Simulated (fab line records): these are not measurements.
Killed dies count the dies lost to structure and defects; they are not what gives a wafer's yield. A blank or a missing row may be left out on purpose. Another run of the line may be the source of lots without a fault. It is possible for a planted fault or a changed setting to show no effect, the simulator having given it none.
fab line records    flow sky130
record: lots: 6  wafers: 18  lastDay: 50
route steps=708 shown METAL3@555 PAD_OPEN@708
lots untouched by any fault: they come from a run of this same line in which no faults occurred
startH: the number of hours between the record's first day and the start of the first shown wafer of the lot    waitH: hours since the lot's step before    " identical to the entry in the row above    L1.1+2: a single row standing in for several wafers    - no value present, or no start provided    * or withheld: withheld    < > ~ a bound
route shown NAME@n: names a module that has steps shown in the file, with the first one's number in the route    usual: the fault-free wafers' mean and standard deviation    same: alike in all rows    chamber/n: place in a boat    sites: per-site readings    _std_site: standard deviation across them    _edge_site: mean of outer sites minus mean of inner sites    radiusMm: for every site, how far away it sits from the centre of the wafer    mask NAME#n: copy n    behind: the tool/chamber that last shaped the wafer    hold: what put the lot on hold/how long, in hours/how the hold closed    device: the transistor (n, p or np) that didn't switch    end of line: tests of these same wafers at the route's end    step lacking rows: just its recipe    killed: the dies lost at the first sort to structure and to defects; this is not the yield of the wafer    map: dies across one wafer; x = killed, . = not, _ = none there
set.NAME: the setting the step ran with; set.NAME@STEP: the setting that earlier step ran with    model.NAME: the simulator's own value behind a step, which no gauge read
a table for each step, a row for each wafer; lots at some steps of the route
services: the hour from which a tool's chamber was out of use, counted from the record's first day as startH (under 0 if before that day), plus the number of hours and why
== steps ==
step: SKY_METAL3_DEHYDRATE_05
recipe: tempC: 200  timeS: 60
step: SKY_METAL3_HMDS_06
recipe: primeTimeS: 60  primeTempC: 120
step: SKY_METAL3_COAT_07
recipe: resist: BARC  tempC: withheld  timeS: withheld  spinRpm: 3000  resistThkNm: 60
step: SKY_METAL3_COAT_08
recipe: resist: KrF-thick  spinRpm: 3000  resistThkNm: 1140
step: SKY_METAL3_SOFTBAKE_09
recipe: tempC: 100  timeS: 90  resist: KrF-thick
step: SKY_METAL3_EXPOSE_10
recipe: maskId: MM3  na: 0.68  sourceShape: annular  sigmaInner: 0.4  sigmaOuter: 0.8  targetCdNm: 300  doseMj: 28
step: SKY_METAL3_PEB_11
recipe: pebTempC: withheld  pebTimeS: withheld  resist: KrF-thick
step: SKY_METAL3_DEVELOP_12
recipe: developTimeS: 60  resist: KrF-thick  devTempC: 21
step: SKY_METAL3_CD_MEAS_13
recipe: targetCdNm: 300
usual: cdNm: 299.8/1.7
lot.wafer  tool      chamber  startH   waitH  cdNm
L182.2     cdSem-01  -        956.18   -      299.3
L182.3     "         -        "        "      299.3
L182.5     "         -        "        "      299.1
L190.2     cdSem-02  -        998.98   -      301.7
L190.5     "         -        "        "      302.1
L190.6     "         -        "        "      301.8
L193.2     cdSem-01  -        1024.33  -      301.9
L193.4     "         -        "        "      298.9
L193.5     "         -        "        "      299.7
L194.1     cdSem-02  -        1028.74  -      299.0
L194.2     "         -        "        "      300.2
L194.3     "         -        "        "      299.0
L198.1     cdSem-01  -        1051.11  -      300.2
L198.3     "         -        "        "      299.2
L198.6     "         -        "        "      298.9
L199.2     cdSem-01  -        1054.86  -      302.4
L199.4     "         -        "        "      302.5
L199.5     "         -        "        "      301.6
step: SKY_METAL3_OVL_MEAS_14
usual: METAL3_OVL: 2/5.6
lot.wafer  tool        chamber  startH   waitH  METAL3_OVL[nm]
L182.2     overlay-01  -        956.29   0.1    3
L182.3     "           -        "        "      -1
L182.5     "           -        "        "      -5
L190.2     overlay-01  -        999.08   0.1    -3
L190.5     "           -        "        "      -10
L190.6     "           -        "        "      -5
L193.2     overlay-02  -        1024.44  0.1    -4
L193.4     "           -        "        "      -16
L193.5     "           -        "        "      -9
L194.1     overlay-02  -        1028.86  0.1    3
L194.2     "           -        "        "      12
L194.3     "           -        "        "      3
L198.1     overlay-02  -        1051.23  0.1    2
L198.3     "           -        "        "      1
L198.6     "           -        "        "      1
L199.2     overlay-02  -        1054.97  0.1    1
L199.4     "           -        "        "      -8
L199.5     "           -        "        "      -8
step: SKY_METAL3_DESCUM_15
recipe: chemistry: O2  sourcePowerW: 150  biasPowerW: 0  pressureMtorr: 10  tempC: 40  timeS: 8
usual: drypumpMotorCurrentA: 5.8/0.31  oesProductAu: 1.000/0.007  rfFwdPowerW: 147.0/0.72
same: biasPowerW: 0
lot.wafer  tool         chamber  startH   waitH  drypumpMotorCurrentA  oesProductAu  rfFwdPowerW  rfHoursCounterH
L182.2     rieMetal-02  0        956.32   0.0    5.5                   1.010         146.5        6
L182.3     "            1        "        "      6.0                   1.000         147.5        -
L182.5     "            0        "        "      5.5                   1.007         146.9        -
L190.2     rieMetal-03  0        999.11   0.0    5.8                   0.997         147.4        8
L190.5     "            0        "        "      5.8                   0.992         147.2        -
L190.6     "            1        "        "      6.3                   1.005         146.4        -
L193.2     rieMetal-03  0        1024.47  0.0    5.8                   0.997         147.1        9
L193.4     "            0        "        "      5.8                   0.987         147.2        -
L193.5     "            0        "        "      5.8                   0.993         147.9        -
L194.1     rieMetal-02  0        1028.90  0.0    5.5                   1.002         148.3        10
L194.2     "            1        "        "      6.0                   1.005         147.4        13
L194.3     "            0        "        "      5.5                   1.007         148.5        -
L198.1     rieMetal-02  0        1051.27  0.0    5.5                   1.002         146.9        12
L198.3     "            1        "        "      6.0                   1.006         147.4        -
L198.6     "            0        "        "      5.5                   1.003         147.0        -
L199.2     rieMetal-02  1        1055.00  0.0    6.0                   1.002         147.5        15
L199.4     "            1        "        "      6.0                   1.015         147.4        -
L199.5     "            0        "        "      5.5                   1.006         146.5        -
step: SKY_METAL3_ETCH_16
recipe: chemistry: N2/H2  target: BARC  ionEnergyEv: 200  biasW: 100  pressureMtorr: 30  n2FlowSccm: 100  h2FlowSccm: 200  icpW: 500  stopOn: SiO2  timeS: 88.2  targetDepthA: 600
usual: drypumpMotorCurrentA: 5.8/0.31  oesProductAu: 0.626/0.0043  rfFwdPowerW: 496.5/1.8  throttleValvePct: 13.205/0.0093
lot.wafer  tool         chamber  startH   waitH  drypumpMotorCurrentA  oesProductAu  rfFwdPowerW  rfHoursCounterH  throttleValvePct
L182.2     rieMetal-02  0        956.35   0.0    5.5                   0.621         497.1        6                13.208
L182.3     "            1        "        "      6.0                   0.626         499.6        -                13.221
L182.5     "            0        "        "      5.5                   0.625         496.2        -                13.218
L190.2     rieMetal-03  0        999.14   0.0    5.8                   0.632         497.5        8                13.205
L190.5     "            0        "        "      5.8                   0.629         494.5        -                13.208
L190.6     "            1        "        "      6.3                   0.630         495.2        -                13.207
L193.2     rieMetal-03  0        1024.50  0.0    5.8                   0.630         497.6        9                13.213
L193.4     "            0        "        "      5.8                   0.626         495.0        -                13.191
L193.5     "            0        "        "      5.8                   0.625         497.1        -                13.214
L194.1     rieMetal-02  0        1028.93  0.0    5.5                   0.621         495.4        10               13.215
L194.2     "            1        "        "      6.0                   0.625         496.3        13               13.215
L194.3     "            0        "        "      5.5                   0.627         496.4        -                13.200
L198.1     rieMetal-02  0        1051.30  0.0    5.5                   0.630         496.6        12               13.210
L198.3     "            1        "        "      6.0                   0.620         495.5        -                13.201
L198.6     "            0        "        "      5.5                   0.627         495.9        -                13.195
L199.2     rieMetal-02  1        1055.03  0.0    6.0                   0.620         496.6        15               13.194
L199.4     "            1        "        "      6.0                   0.628         497.6        -                13.202
L199.5     "            0        "        "      5.5                   0.619         497.7        -                13.217
step: SKY_METAL3_ETCH_17
recipe: target: SiO2  stopOn: TiN  chemistry: C4F8/O2/Ar  sourceW: 1500  biasW: 1200  pressureMtorr: 40  c4f8FlowSccm: withheld  O2_flow_sccm: 6  Ar_flow_sccm: 300  timeS: 3.9  targetDepthA: 150
usual: oesProductAu: 0.755/0.0072  rfFwdPowerW: 1469/8.5
lot.wafer  tool        chamber  startH   waitH  oesProductAu  rfFwdPowerW  rfHoursCounterH
L182.2     rieDiel-01  2        956.45   0.1    0.751         1473         8
L182.3     "           3        "        "      0.757         1485         23
L182.5     "           2        "        "      0.751         1477         -
L190.2     rieDiel-01  1        999.24   0.1    0.745         1467         17
L190.5     "           2        "        "      0.757         1467         -
L190.6     "           3        "        "      0.750         1486         -
L193.2     rieDiel-01  1        1024.60  0.1    0.890         -            18
L193.4     "           3        "        "      0.906         -            24
L193.5     "           0        "        "      0.903         -            -
L194.1     rieDiel-01  3        1029.03  0.1    0.893         -            25
L194.2     "           0        "        "      0.887         -            4
L194.3     "           2        "        "      0.899         -            10
L198.1     rieDiel-04  2        1051.40  0.1    0.747         1472         23
L198.3     "           3        "        "      0.760         1475         8
L198.6     "           2        "        "      0.749         1483         -
L199.2     rieDiel-03  3        1055.13  0.1    0.748         1473         8
L199.4     "           1        "        "      0.758         1471         13
L199.5     "           0        "        "      0.756         1466         -
step: SKY_METAL3_METAL_ETCH_18
recipe: targetDepthA: 8450  stopOn: SiO2  overEtchFrac: 0.3  timeS: 183.1  chemistry: Cl2/BCl3  resistSidewallDeg: 88  pressureMtorr: 10  icpW: 900  biasW: 48.5  Cl2_flow_sccm: 60  bcl3FlowSccm: 30
usual: bcl3FlowSccm: 29.98/0.091  drypumpMotorCurrentA: 5.7/0.32  oesProductAu: 0.864/0.0076  rfFwdPowerW: 896.8/2.8  throttleValvePct: 22.264/0.0098
same: overEtchFrac: 0.3
lot.wafer  tool         chamber  startH   waitH  bcl3FlowSccm  drypumpMotorCurrentA  oesProductAu  rfFwdPowerW  rfHoursCounterH  throttleValvePct
L182.2     rieMetal-04  0        956.47   0.0    30.03         5.4                   0.875         893.9        16               22.249
L182.3     "            0        "        "      29.97         5.4                   0.866         894.8        -                22.253
L182.5     "            0        "        "      29.96         5.4                   0.868         901.6        -                22.258
L190.2     rieMetal-04  1        999.26   0.0    30.06         6.0                   0.865         892.1        22               22.260
L190.5     "            0        "        "      29.78         5.3                   0.860         893.5        -                22.262
L190.6     "            1        "        "      30.02         6.0                   0.875         894.7        -                22.264
L193.2     rieMetal-04  0        1024.68  0.1    29.98         5.4                   0.859         901.5        -                22.275
L193.4     "            0        "        "      29.92         5.3                   0.872         901.9        -                22.257
L193.5     "            0        "        "      30.03         5.3                   0.857         899.4        -                22.277
L194.1     rieMetal-04  0        1029.05  0.0    30.02         5.4                   0.855         898.6        22               22.255
L194.2     "            0        "        "      30.00         5.4                   0.859         899.7        -                22.271
L194.3     "            0        "        "      29.96         5.4                   0.849         898.6        -                22.290
L198.1     rieMetal-04  1        1051.42  0.0    29.99         5.9                   0.875         893.7        1                22.276
L198.3     "            1        "        "      29.86         5.9                   0.864         895.3        -                22.275
L198.6     "            0        "        "      29.77         5.4                   0.856         889.9        -                22.260
L199.2     rieMetal-04  0        1055.15  0.0    30.09         5.4                   0.850         894.5        24               22.263
L199.4     "            0        "        "      29.96         5.3                   0.866         893.9        -                22.265
L199.5     "            0        "        "      29.85         5.4                   0.858         900.8        -                22.248
step: SKY_PAD_OPEN_PROBE_99
usual: defectLimitedYield: 82.6/1.8  killed_at_M0_to_M3: 43/6.3  killed_at_M4_up: 3.0/1.6  killedAtContacts: 25/5  killedAtFrontEnd: 15/4.4  killedAtOther: 0.3/0.8  killedDies: 85/8.7  killedOpen: 47/6.9  killedShort: 38/6.3  sort_bin_3_pad_short: 0.9/0.39  sort_bin_5_function: 10.3/1.3  sort_bin_6_memory: 6.2/1.1  sortNPass: 407/8.8  sortYieldPct: 82.6/1.8
same: grossDies: 492  killedAtBackSide: 0  sort_bin_4_leakage[%]: 0  sort_bin_8_speed[%]: 0
lot.wafer  tool       chamber  startH   waitH  defectLimitedYield[%]  killed_at_M0_to_M3  killed_at_M4_up  killedAtContacts  killedAtFrontEnd  killedAtOther  killedDies  killedOpen  killedShort  sort_bin_3_pad_short[%]  sort_bin_5_function[%]  sort_bin_6_memory[%]  sortNPass  sortYieldPct[%]
L182.2     prober-02  -        1121.66  0.1    79.1                   58                  3                25                17                0              103         51          52           1.4                      12.4                    7.1                   389        79.1
L182.3     prober-02  -        1121.71  0.2    81.5                   49                  2                32                8                 0              91          57          34           0.6                      12.0                    5.9                   401        81.5
L182.5     prober-02  -        1121.81  0.2    81.3                   52                  3                19                14                4              92          44          44           1.4                      10.8                    6.5                   400        81.3
L190.2     prober-01  -        1157.22  0.1    81.5                   52                  1                19                19                0              91          53          38           1.0                      10.8                    6.7                   401        81.5
L190.5     prober-01  -        1157.37  0.2    85.6                   33                  2                27                9                 0              71          45          26           0.2                      9.3                     4.9                   421        85.6
L190.6     prober-01  -        1157.42  0.2    82.5                   39                  1                30                16                0              86          53          33           1.4                      10.0                    6.1                   406        82.5
L193.2     prober-01  -        1175.83  0.1    80.9                   57                  4                23                10                0              94          58          36           0.6                      12.8                    5.7                   398        80.9
L193.4     prober-01  -        1175.93  0.2    84.1                   43                  3                21                11                0              78          45          33           0.4                      10.4                    5.1                   414        84.1
L193.5     prober-01  -        1175.98  0.2    80.1                   38                  6                26                16                12             98          51          35           0.6                      13.4                    5.9                   394        80.1
L198.1     prober-02  -        1195.77  0.1    86.6                   31                  3                20                12                0              66          32          34           0.8                      8.3                     4.3                   426        86.6
L198.3     prober-02  -        1195.87  0.2    84.3                   39                  3                26                9                 0              77          39          38           0.4                      10.0                    5.3                   415        84.3
L198.6     prober-02  -        1196.02  0.2    85.4                   41                  7                17                7                 0              72          37          35           0.6                      7.9                     6.1                   420        85.4
L199.2     prober-02  -        1196.63  0.1    82.3                   35                  5                23                24                0              87          49          38           1.4                      10.0                    6.3                   405        82.3
L199.4     prober-02  -        1196.73  0.2    82.1                   50                  2                18                17                1              88          37          50           0.4                      10.2                    7.3                   404        82.1
L199.5     prober-02  -        1196.78  0.2    87.0                   36                  3                13                12                0              64          37          27           0.6                      8.3                     4.1                   428        87.0
killed by level:class
L182.2 METAL2:geometricParticle:short=10 VIA3:geometricParticle:open=10 CONTACT:geometricParticle:open=9 VIA1:geometricParticle:open=9 VIA2:geometricParticle:open=7 METAL1:geometricParticle:short=6 VIA1:geometricParticle:short=5 FIELD_ISO:geometricParticle:short=4
L182.3 CONTACT:geometricParticle:open=12 VIA1:geometricParticle:open=12 LI_CONTACT:geometricParticle:open=11 VIA3:geometricParticle:open=8 METAL1:geometricParticle:short=6 VIA1:geometricParticle:short=6 CONTACT:geometricParticle:short=5 POLY_GATE:geometricParticle:open=4
L182.5 VIA1:geometricParticle:open=12 METAL2:geometricParticle:short=8 FIELD_ISO:geometricParticle:short=7 CONTACT:geometricParticle:open=7 METAL1:geometricParticle:short=7 LI_CONTACT:geometricParticle:open=6 VIA1:geometricParticle:short=5 VIA2:geometricParticle:open=5
L190.2 VIA1:geometricParticle:open=12 METAL1:geometricParticle:short=8 VIA2:geometricParticle:open=8 CONTACT:geometricParticle:open=7 METAL2:geometricParticle:short=6 FIELD_ISO:geometricParticle:open=5 LI_CONTACT:geometricParticle:open=5 VIA3:geometricParticle:open=5
L190.5 CONTACT:geometricParticle:open=13 LI_CONTACT:geometricParticle:open=6 VIA1:geometricParticle:open=6 CONTACT:geometricParticle:short=4 METAL1:geometricParticle:short=4 VIA2:geometricParticle:open=4 METAL2:geometricParticle:short=4 VIA3:geometricParticle:open=4
L190.6 CONTACT:geometricParticle:open=13 VIA1:geometricParticle:open=9 FIELD_ISO:geometricParticle:open=8 LOCAL_INTERCONNECT:geometricParticle:short=6 CONTACT:geometricParticle:short=6 VIA2:geometricParticle:open=6 VIA3:geometricParticle:open=6 POLY_GATE:geometricParticle:open=4
L193.2 VIA1:geometricParticle:open=18 LI_CONTACT:geometricParticle:open=12 VIA1:geometricParticle:short=6 CONTACT:geometricParticle:open=6 METAL2:geometricParticle:short=6 VIA3:geometricParticle:open=6 METAL1:geometricParticle:short=5 VIA2:geometricParticle:short=5
L193.4 VIA1:geometricParticle:open=12 CONTACT:geometricParticle:open=10 VIA1:geometricParticle:short=5 METAL1:geometricParticle:short=5 VIA2:geometricParticle:open=5 METAL2:geometricParticle:short=4 VIA3:geometricParticle:short=4 VIA3:geometricParticle:open=4
L193.5 PAD_OPEN:areaEtch=12 VIA1:geometricParticle:open=11 LI_CONTACT:geometricParticle:open=11 METAL1:geometricParticle:short=8 CONTACT:geometricParticle:open=7 POLY_GATE:geometricParticle:open=5 VIA3:geometricParticle:open=5 FIELD_ISO:geometricParticle:open=3
L198.1 LOCAL_INTERCONNECT:geometricParticle:short=7 LI_CONTACT:geometricParticle:open=6 VIA1:geometricParticle:open=6 METAL2:geometricParticle:short=5 VIA3:geometricParticle:open=5 METAL1:geometricParticle:short=4 FIELD_ISO:geometricParticle:open=3 CONTACT:geometricParticle:open=3
L198.3 CONTACT:geometricParticle:open=11 VIA1:geometricParticle:open=9 METAL1:geometricParticle:short=7 CONTACT:geometricParticle:short=6 METAL2:geometricParticle:short=6 VIA2:geometricParticle:open=5 LI_CONTACT:geometricParticle:open=4 VIA3:geometricParticle:open=4
L198.6 METAL1:geometricParticle:short=7 VIA1:geometricParticle:open=7 VIA1:geometricParticle:short=6 LI_CONTACT:geometricParticle:open=6 CONTACT:geometricParticle:open=6 VIA3:geometricParticle:open=5 METAL4:geometricParticle:short=4 POLY_GATE:geometricParticle:open=3
L199.2 CONTACT:geometricParticle:open=10 FIELD_ISO:geometricParticle:short=9 VIA1:geometricParticle:open=8 FIELD_ISO:geometricParticle:open=6 VIA3:geometricParticle:open=6 POLY_GATE:geometricParticle:open=4 LI_CONTACT:geometricParticle:open=4 METAL1:geometricParticle:short=4
L199.4 METAL2:geometricParticle:short=12 VIA3:geometricParticle:open=10 FIELD_ISO:geometricParticle:short=9 VIA2:geometricParticle:open=7 CONTACT:geometricParticle:open=7 VIA1:geometricParticle:open=7 METAL1:geometricParticle:short=5 LOCAL_INTERCONNECT:geometricParticle:short=4
L199.5 VIA1:geometricParticle:open=11 CONTACT:geometricParticle:open=7 VIA3:geometricParticle:open=6 FIELD_ISO:geometricParticle:open=5 LI_CONTACT:geometricParticle:short=4 METAL2:geometricParticle:short=4 VIA1:geometricParticle:short=4 VIA2:geometricParticle:open=3
== services ==
tool         chamber  startH   hours  kind
rieDiel-03   -        935.86   2.8    pm
rieDiel-03   0        957.57   21.5   repair
rieDiel-01   3        961.25   21.6   repair
rieDiel-03   2        994.68   5.5    repair
rieMetal-04  1        1015.41  -      clean
rieMetal-04  1        1015.41  17.4   scheduledDown
rieMetal-04  1        1015.41  17.4   ventCycle
rieMetal-02  -        1023.65  2.8    pm
rieMetal-03  -        1051.90  0.4    repair
== key ==
firstSign: step: SKY_METAL3_ETCH_17  reading: oesProductAu  direction: up  sigmas: 20  usual: 0.755  struck: 0.896
effect none on later readings
metAt SKY_METAL3_ETCH_17
struckWafers L193.2,L193.4,L193.5,L194.1,L194.2,L194.3
baselineLoss: step: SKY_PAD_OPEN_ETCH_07  wafers: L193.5
onsetBetween 999.24 1024.60
earlierFault: kind: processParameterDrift  tool: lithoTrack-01  chamber: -  onsetH: 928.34  steps: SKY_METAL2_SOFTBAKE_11  channel: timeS  offset: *  shape: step  actsIn: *  stated: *
fault: kind: processParameterDrift  tool: rieDiel-01  chamber: -  onsetH: 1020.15  steps: SKY_METAL3_ETCH_17  channel: timeS  offset: *  shape: step  actsIn: *  stated: *
baselineLoss: these wafers lose ten dies or more at that step, a loss of the line's own and not of a fault; the sort's usual values leave them out
